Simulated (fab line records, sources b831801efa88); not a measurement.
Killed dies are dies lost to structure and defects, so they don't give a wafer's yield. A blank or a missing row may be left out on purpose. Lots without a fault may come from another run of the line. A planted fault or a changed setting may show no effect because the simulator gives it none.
Chamber matching | flow gf180mcu | GF_V5_CMP_04 on cmp-01: 4 sister chambers
The step polishes SiO2. 16 wafers are shown with their chamber, then 7 later ones without.

WAFERS WITH THEIR CHAMBER
wafer  | chamber | motor_current_A (A)
L113.2 | 0       | 12.7
L113.4 | 3       | 13.1
L113.5 | 0       | 12.3
L114.2 | 0       | 12.1
L114.3 | 3       | 12.5
L114.6 | 2       | 10.7
L117.1 | 0       | 12.6
L117.3 | 2       | 10.7
L117.4 | 3       | 11.9
L122.5 | 2       | 10.8
L122.6 | 3       | 11.9
L129.3 | 1       | 9.2
L129.4 | 3       | 11.5
L129.6 | 2       | 11.3
L132.1 | 3       | 12.8
L132.2 | 2       | 10.4

SIGNATURES (means of the wafers above)
reading         | chamber 0 | chamber 1 | chamber 2 | chamber 3 | scatter within a chamber
motor_current_A | 12.425    | 9.200     | 10.780    | 12.283    | 0.46
Rule: a wafer's distance from a chamber is the root of the sum, over the readings, of the square of ((its reading less the chamber's mean) divided by the reading's scatter). The wafer belongs to the nearest chamber; if the next one is less than 2 further off, it can't be placed. The scatter: the root of (the sum of the squares of (reading less its chamber's mean) over the shown wafers, divided by (wafers less chambers)).

WAFERS WITHOUT THEIR CHAMBER
wafer  | motor_current_A (A)
L132.5 | 13.0
L133.3 | 12.1
L133.5 | 12.6
L133.6 | 10.7
L134.2 | 10.7
L134.3 | 12.2
L134.4 | 9.4

WHICH CHAMBER EACH WENT THROUGH
wafer  | from the rows above     | in truth
L132.5 | can't be placed: 0 or 3 | 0
L133.3 | can't be placed: 3 or 0 | 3
L133.5 | can't be placed: 0 or 3 | 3
L133.6 | 2                       | 2
L134.2 | 2                       | 2
L134.3 | can't be placed: 3 or 0 | 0
L134.4 | 1                       | 1
Placed correctly: 3 of 7. Can't be placed from these rows: 4 (the true chamber is among the candidates in 4). Placed wrongly: 0.
